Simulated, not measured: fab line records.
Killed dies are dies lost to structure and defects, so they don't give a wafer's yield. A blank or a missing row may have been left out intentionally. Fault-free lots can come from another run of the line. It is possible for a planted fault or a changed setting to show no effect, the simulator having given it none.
Which of the tools did it? / flow sky130 / 7 lots with 21 wafers sampled at 4 steps, on a route of 708 steps

WHAT THE GAUGES SHOWED, per wafer
SKY_RES_XHIGH_TW_MEAS_09.
lot=L266; measured=day 26 18:42; on=filmMetro-04; RES_XHIGH_TW=1639 1648 1635
lot=L271; measured=day 29 02:33; on=filmMetro-02; RES_XHIGH_TW=30 30 30
lot=L273; measured=day 29 11:20; on=filmMetro-03; RES_XHIGH_TW=30 30 30
lot=L280; measured=day 31 12:00; on=filmMetro-03; RES_XHIGH_TW=1651 1651 1656
lot=L283; measured=day 32 15:52; on=filmMetro-04; RES_XHIGH_TW=1654 1653 1652
lot=L285; measured=day 33 02:19; on=filmMetro-04; RES_XHIGH_TW=1638 1644 1641
lot=L287; measured=day 33 22:28; on=filmMetro-03; RES_XHIGH_TW=1638 1644 1637

EACH LOT AND THE TOOL THAT RAN IT (in order: tool; ch and the chambers of the sampled wafers; start)
lot=L266; SKY_LDD_N_STRIP_16=plasmaAsher-01 ch 0,1, day 17 22:20; SKY_SD_P_STRIP_10=plasmaAsher-03 ch 0,1, day 25 14:18; SKY_RES_XHIGH_STRIP_08=plasmaAsher-04 ch 0,1, day 26 18:36
lot=L271; SKY_LDD_N_STRIP_16=plasmaAsher-01 ch 0,1, day 20 09:17; SKY_SD_P_STRIP_10=plasmaAsher-03 ch 0,1, day 27 22:14; SKY_RES_XHIGH_STRIP_08=plasmaAsher-03 ch 0,1, day 29 02:26
lot=L273; SKY_LDD_N_STRIP_16=plasmaAsher-01 ch 0,1, day 20 13:23; SKY_SD_P_STRIP_10=plasmaAsher-01 ch 0,1, day 28 07:11; SKY_RES_XHIGH_STRIP_08=plasmaAsher-04 ch 0,1, day 29 11:13
lot=L280; SKY_LDD_N_STRIP_16=plasmaAsher-04 ch 0,1, day 22 23:20; SKY_SD_P_STRIP_10=plasmaAsher-01 ch 0,1, day 30 07:30; SKY_RES_XHIGH_STRIP_08=plasmaAsher-04 ch 0,1, day 31 11:53
lot=L283; SKY_LDD_N_STRIP_16=plasmaAsher-01 ch 0,1, day 24 05:44; SKY_SD_P_STRIP_10=plasmaAsher-03 ch 0,1, day 31 12:45; SKY_RES_XHIGH_STRIP_08=plasmaAsher-03 ch 0,1, day 32 15:45
lot=L285; SKY_LDD_N_STRIP_16=plasmaAsher-02 ch 0,1, day 24 20:34; SKY_SD_P_STRIP_10=plasmaAsher-04 ch 0,1, day 31 23:21; SKY_RES_XHIGH_STRIP_08=plasmaAsher-03 ch 1, day 33 02:13
lot=L287; SKY_LDD_N_STRIP_16=plasmaAsher-02 ch 0,1, day 25 15:37; SKY_SD_P_STRIP_10=plasmaAsher-04 ch 0,1, day 32 18:59; SKY_RES_XHIGH_STRIP_08=plasmaAsher-02 ch 0,1, day 33 22:23
- SKY_LDD_N_STRIP_16: strips in O2/N2.
- SKY_SD_P_STRIP_10: strips in O2/N2.
- SKY_RES_XHIGH_STRIP_08: strips in O2/N2.

THE ANSWER, worked out from the rows above alone
Rule: usual is defined by the lots themselves. The widest of any qualifying gaps counts: lots, ordered by their means at a reading, are off when they make up no more than a third of the lots, leave a main group of 4 or more, and stand apart from it by 3 or more times the standard deviation of that group's means. A main group is skipped when, at the precision printed for the reading in the tables above, its means are all equal. Also off: a lot with no number at a reading for which 4 or more lots have one. All remaining lots with rows at the step are treated as sound.
Off: at SKY_RES_XHIGH_TW_MEAS_09 (RES_XHIGH_TW), L271, L273. The main group: mean 1645, standard deviation 6.1.
If a tool, at a process step before that reading, ran all the lots that are off and no sound lot after the first of them, it fits. Gauges at SKY_RES_XHIGH_TW_MEAS_09: tried the same way as those tools. Not one of the candidates tried fits.

WHAT THE SIMULATOR HAD PUT IN
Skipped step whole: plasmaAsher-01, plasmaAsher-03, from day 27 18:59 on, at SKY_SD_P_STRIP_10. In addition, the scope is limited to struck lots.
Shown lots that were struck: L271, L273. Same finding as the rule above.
